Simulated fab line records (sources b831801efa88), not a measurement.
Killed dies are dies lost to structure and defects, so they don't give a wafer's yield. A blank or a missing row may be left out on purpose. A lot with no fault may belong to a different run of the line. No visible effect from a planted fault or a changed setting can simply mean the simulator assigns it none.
2 desks looking at one fault + flow sky130 + only its own numbers are on each desk; what lay behind them is given at the end

== FOR THE TOOL OWNER'S DESK: implanter-04 ==
The tool's own readings at SKY_GATE_OXIDE_IMPLANT_11, given as means over the sampled wafers that have a number, one for each lot that went through this tool. A lot is out of limits, marked OUT, if its mean lies more than 4 standard deviations from the usual mean; the brackets give that distance.
Columns: A = beam_on_s at SKY_GATE_OXIDE_IMPLANT_11, usual 10.02 s
| lot  | first seen here | A     |
|------|-----------------|-------|
| L564 | day 14 08:56    | 10.16 |
| L568 | day 16 00:21    | 10.00 |
| L570 | day 16 15:52    | 10.02 |
| L573 | day 17 19:51    | 10.19 |
| L574 | day 18 04:16    | 9.83  |
| L577 | day 19 01:14    | 10.10 |
| L584 | day 21 17:43    | 9.94  |
| L585 | day 22 06:31    | 10.21 |
Finding of this desk: none of the 8 lots has anything out of limits.

== METROLOGY DESK ==
What the gauges read, lot by lot, whatever tool the lot ran on: means of the sampled wafers that have a number. A lot is out of limits, marked OUT, if its mean lies more than 4 standard deviations from the usual mean; the brackets give that distance.
Columns: A = SONOS_ONO_OXIDATION_THK at SKY_SONOS_ONO_THK_MEAS_01, usual 2.61 nm; B = SONOS_ONO_CVD_04_THK at SKY_SONOS_ONO_THK_MEAS_05, usual 5.70 nm; C = GATE_OXIDE_OVL at SKY_GATE_OXIDE_OVL_MEAS_10, usual 0.3 nm; D = GATE_OXIDE_TW at SKY_GATE_OXIDE_TW_MEAS_14, usual 223.2
| lot  | first seen here | A    | B    | C    | D     |
|------|-----------------|------|------|------|-------|
| L562 | day 11 09:39    | 2.60 | 5.77 | 1.9  | 225.6 |
| L563 | day 11 16:08    | 2.59 | 5.80 | 0.6  | 225.6 |
| L564 | day 12 01:37    | 2.58 | 5.73 | 0.4  | 223.4 |
| L568 | day 13 12:39    | 2.49 | 5.82 | 0.2  | 223.2 |
| L569 | day 13 20:56    | 2.59 | 5.88 | 0.1  | 223.7 |
| L570 | day 14 05:44    | 2.58 | 5.74 | 0.8  | 226.5 |
| L571 | day 14 15:20    | 2.64 | 5.73 | 1.4  | 221.1 |
| L573 | day 15 03:13    | 2.57 | 5.53 | 3.2  | 216.9 |
| L574 | day 15 10:56    | 2.60 | 5.64 | -1.0 | 218.8 |
| L577 | day 16 07:11    | 2.62 | 5.79 | -0.9 | 220.1 |
| L582 | day 18 07:21    | 2.67 | 5.67 | -2.3 | 223.4 |
| L583 | day 18 16:28    | 2.64 | 5.78 | 0.1  | 224.2 |
| L584 | day 18 21:27    | 2.62 | 5.69 | 3.1  | 225.0 |
| L585 | day 19 12:46    | 2.67 | 5.65 | 0.9  | 223.6 |
Finding of this desk: none of the 14 lots has anything out of limits.

== ALL TOGETHER ==
The desk of the tool owner found nothing out of limits.
Nothing out of limits was seen by the metrology desk.

== WHAT THE SIMULATOR PUT IN ==
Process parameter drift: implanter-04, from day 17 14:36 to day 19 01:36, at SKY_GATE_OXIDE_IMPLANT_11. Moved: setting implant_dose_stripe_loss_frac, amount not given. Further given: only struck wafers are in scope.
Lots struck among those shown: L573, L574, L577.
